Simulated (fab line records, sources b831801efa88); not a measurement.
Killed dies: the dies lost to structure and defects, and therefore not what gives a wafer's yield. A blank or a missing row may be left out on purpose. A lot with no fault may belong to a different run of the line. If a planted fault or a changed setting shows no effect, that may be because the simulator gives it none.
The tool behind it: which one? ; flow sky130 ; 12 lots, 36 wafers sampled, at 3 steps of a route of 708

WHAT EACH GAUGE READ, for each wafer
SKY_VIA4_THK_MEAS_20: measures by xrf. Usual: VIA4_W_THK 497 nm, standard deviation 6.9.
lot;measured;on;VIA4_W_THK (nm);flag
L257;day 43 06:21;film-metro-01;502 509 498;
L258;day 43 09:19;film-metro-04;495 497 490;
L259;day 43 13:33;film-metro-04;510 508 490;
L261;day 44 13:55;film-metro-04;481 482 486;
L263;day 45 03:43;film-metro-02;495 503 510;
L264;day 45 11:10;film-metro-04;499 496 496;
L265;day 45 12:42;film-metro-04;491 502 487;
L267;day 46 01:28;film-metro-04;492 501 496;
L269;day 46 14:07;film-metro-02;497 496 494;
L275;day 47 22:21;film-metro-02;494 494 489;
L277;day 48 09:13;film-metro-02;495 511 510;
L279;day 48 15:48;film-metro-04;501 489 489;

SKY_PASSIVATION_THK_MEAS_01. Usual: PASSIVATION_CVD_00_THK 89.6 nm, standard deviation 1.4.
lot;measured;on;PASSIVATION_CVD_00_THK (nm);flag
L257;day 44 06:11;film-metro-03;90.0 91.3 90.7;
L258;day 44 10:07;film-metro-02;86.2 88.7 90.4;
L259;day 44 12:42;film-metro-02;90.4 86.6 89.3;
L261;day 45 13:07;film-metro-04;85.4 88.8 90.0;
L263;day 46 02:25;film-metro-03;90.3 90.8 88.2;
L264;day 46 09:48;film-metro-02;88.3 89.6 90.4;
L265;day 46 10:56;film-metro-03;89.2 91.5 88.8;
L267;day 46 22:57;film-metro-03;88.5 89.0 90.1;
L269;day 47 11:43;film-metro-03;90.6 88.7 91.6;
L275;day 48 18:47;film-metro-02;89.4 90.6 89.8;
L277;day 49 05:02;film-metro-03;88.0 90.8 90.4;
L279;day 49 11:21;film-metro-02;90.0 87.0 88.4;

TOOL THAT RAN EACH LOT (tool first, then ch and the chambers of the sampled wafers, then the start)
lot;SKY_CAP2M_STRIP_14
L257;plasma-asher-04 ch 0,1, day 41 03:16
L258;plasma-asher-02 ch 0,1, day 41 07:52
L259;plasma-asher-02 ch 0,1, day 41 11:14
L261;plasma-asher-02 ch 0,1, day 42 13:13
L263;plasma-asher-03 ch 0,1, day 43 03:02
L264;plasma-asher-04 ch 0,1, day 43 10:31
L265;plasma-asher-02 ch 0,1, day 43 13:46
L267;plasma-asher-04 ch 0,1, day 44 01:53
L269;plasma-asher-04 ch 0,1, day 44 17:14
L275;plasma-asher-03 ch 0,1, day 46 03:02
L277;plasma-asher-02 ch 0,1, day 46 14:29
L279;plasma-asher-04 ch 0,1, day 46 21:45
- SKY_CAP2M_STRIP_14: strips in O2/N2.

WHAT THE TOOLS THEMSELVES READ (means of the sampled wafers that have a number; where no wafer has one, the mark that the record gives instead)
SKY_CAP2M_STRIP_14. Usual: drypump-motor-current-A 5.5 A, standard deviation 0.34; oes-product-au 0.711 a.u., standard deviation 0.0043; strip-time-to-endpoint-s 12.67 s, standard deviation 0.04.
lot;tool;drypump-motor-current-A (A);oes-product-au (a.u.);strip-time-to-endpoint-s (s);flag
L257;plasma-asher-04;5.3;0.713;12.64;
L258;plasma-asher-02;5.4;0.710;12.71;
L259;plasma-asher-02;5.5;0.712;12.68;
L261;plasma-asher-02;5.5;0.708;12.73;
L263;plasma-asher-03;5.7;0.716;12.66;
L264;plasma-asher-04;5.3;0.708;12.63;
L265;plasma-asher-02;5.5;0.710;12.74;
L267;plasma-asher-04;5.3;0.716;12.65;
L269;plasma-asher-04;5.3;0.711;12.67;
L275;plasma-asher-03;5.7;0.713;12.67;
L277;plasma-asher-02;5.5;0.715;12.76;
L279;plasma-asher-04;5.3;0.710;12.66;

THE ANSWER, worked out from the rows above alone
Rule: take the mean of a lot's wafers that have a number; if it is more than 3 standard deviations from the usual mean, the lot is off. A lot without any number at a reading at which 4 lots or more have one is off too. Where the step has rows for the other lots, those lots are counted as sound. The gauges are gone through in route order, then the tools' own readings, and for those a lot's mean is taken as printed above. At the first step where some lot is off, the reading lying furthest off is the one used; lots without a number count as furthest.
None of the lots is off at any reading shown; this tells nothing.

WHAT THE SIMULATOR HAD INSERTED
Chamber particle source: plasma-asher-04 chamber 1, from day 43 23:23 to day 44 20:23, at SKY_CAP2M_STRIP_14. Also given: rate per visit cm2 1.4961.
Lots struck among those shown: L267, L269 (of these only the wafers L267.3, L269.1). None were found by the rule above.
